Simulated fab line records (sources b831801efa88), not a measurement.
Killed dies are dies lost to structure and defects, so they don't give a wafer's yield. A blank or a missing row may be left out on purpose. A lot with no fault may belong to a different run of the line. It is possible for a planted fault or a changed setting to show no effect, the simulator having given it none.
Which tool is to blame? -- flow gf180mcu -- 33 wafers from 11 lots sampled at 4 of the route's 602 steps

## WHAT THE GAUGES SHOWED, per wafer
GF_V2_OVL_MEAS_15. Usual: V2_OVL 1 nm, standard deviation 4.9.
lot,measured,on,V2_OVL (nm),flag
L147,day 20 15:56,overlay-02,0 -6 -3,
L148,day 20 21:20,overlay-02,3 -2 4,
L150,day 21 21:05,overlay-02,1 -4 -9,
L151,day 22 10:46,overlay-02,-6 -7 -5,
L153,day 22 18:29,overlay-01,8 2 8,
L154,day 23 08:58,overlay-01,-6 -4 0,
L155,day 23 10:26,overlay-01,3 -6 -4,
L161,day 25 10:01,overlay-01,5 -1 3,
L162,day 25 14:55,overlay-01,4 3 5,
L163,day 26 17:14,overlay-02,-5 -6 -6,
L167,day 27 04:04,overlay-02,-1 6 3,

GF_V2_RS_MEAS_24: the measuring method here is four-point-probe. Usual: V2_W_RS 0.327 ohm/sq, standard deviation 0.0031.
lot,measured,on,V2_W_RS (ohm/sq),flag
L147,day 20 16:52,film_metro-04,0.327 0.324 0.323,
L148,day 20 22:18,film_metro-04,0.334 0.332 0.333,
L150,day 21 22:05,film_metro-03,0.324 0.327 0.329,
L151,day 22 11:43,film_metro-04,0.327 0.328 0.327,
L153,day 22 19:26,film_metro-03,0.323 0.325 0.325,
L154,day 23 09:52,film_metro-03,0.329 0.327 0.326,
L155,day 23 11:23,film_metro-04,0.325 0.327 0.326,
L161,day 25 11:11,film_metro-04,0.207 0.207 0.208,OFF
L162,day 25 15:50,film_metro-04,0.330 0.328 0.325,
L163,day 26 18:11,film_metro-04,0.206 0.206 0.204,OFF
L167,day 27 04:58,film_metro-03,0.204 0.204 0.204,OFF

GF_V2_THK_MEAS_25: measures by xrf. Usual: V2_W_THK 353 nm, standard deviation 4.
lot,measured,on,V2_W_THK (nm),flag
L147,day 20 16:58,film_metro-04,355 360 358,
L148,day 20 22:23,film_metro-04,349 352 350,
L150,day 21 22:13,film_metro-03,357 355 353,
L151,day 22 11:50,film_metro-04,356 353 354,
L153,day 22 19:33,film_metro-03,358 356 356,
L154,day 23 09:59,film_metro-03,351 350 354,
L155,day 23 11:29,film_metro-04,351 351 350,
L161,day 25 11:19,film_metro-04,563 561 563,OFF
L162,day 25 15:57,film_metro-04,353 355 358,
L163,day 26 18:16,film_metro-04,569 564 566,OFF
L167,day 27 05:05,film_metro-03,- 570 -,OFF

## TOOL THAT RAN EACH LOT (tool first, then ch and the chambers of the sampled wafers, then the start)
lot,GF_V2_CVD_23
L147,"cvd_w-02 ch 0,1, day 20 16:43"
L148,"cvd_w-01 ch 0,1, day 20 22:10"
L150,"cvd_w-02 ch 0,1, day 21 21:59"
L151,"cvd_w-01 ch 0,1, day 22 11:36"
L153,"cvd_w-01 ch 0,1, day 22 19:18"
L154,"cvd_w-02 ch 0,1, day 23 09:46"
L155,"cvd_w-02 ch 0,1, day 23 11:16"
L161,"cvd_w-02 ch 0,1, day 25 10:51"
L162,"cvd_w-01 ch 0,1, day 25 15:43"
L163,"cvd_w-02 ch 0,1, day 26 18:02"
L167,"cvd_w-02 ch 0,1, day 27 04:52"
- GF_V2_CVD_23: deposits W, target thk 350 nm, time 104.94 s.

## WHAT THE TOOLS THEMSELVES READ (means of the sampled wafers that have a number; where no wafer has one, the mark that the record gives instead)
GF_V2_CVD_23. Usual: heater_power_w 921 W, standard deviation 72; susceptor_temp_C 399.99 C, standard deviation 0.21.
lot,tool,heater_power_w (W),susceptor_temp_C (C),flag
L147,cvd_w-02,890,400.10,
L148,cvd_w-01,887,399.99,
L150,cvd_w-02,927,399.81,
L151,cvd_w-01,950,399.91,
L153,cvd_w-01,951,399.84,
L154,cvd_w-02,904,400.18,
L155,cvd_w-02,939,399.99,
L161,cvd_w-02,893,399.83,
L162,cvd_w-01,950,400.16,
L163,cvd_w-02,943,399.96,
L167,cvd_w-02,909,399.96,

## THE ANSWER, worked out from the rows above alone
Rule: lot off if the mean of its wafers having a number is beyond 3 standard deviations from the usual mean. Also off: a lot with no number at a reading for which 4 or more lots have one. All remaining lots with rows at the step are treated as sound. After the gauges, taken in route order, come the tools' own readings; for these a lot's mean is taken, as printed above. At the first step where some lot is off, the reading lying furthest off is the one used; lots without a number count as furthest.
Off: L161, L163, L167, at GF_V2_RS_MEAS_24 (V2_W_RS).
A tool fits if, at a process step before that reading, it ran every lot that is off, and no sound lot after the first of them. Those tools and the gauges at GF_V2_RS_MEAS_24 are tried in the same way. One candidate fits, namely cvd_w-02 at GF_V2_CVD_23. Its last sound lot is L155 (day 23 11:16), its first lot that is off L161 (day 25 10:51): a fault that began between those two fits.

## WHAT HAD BEEN PUT IN BY THE SIMULATOR
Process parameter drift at GF_V2_CVD_23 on cvd_w-02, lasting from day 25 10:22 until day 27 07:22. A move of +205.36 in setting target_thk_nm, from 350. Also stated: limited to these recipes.
Struck lots among those shown: L161, L163, L167. The rule given above showed the same thing.
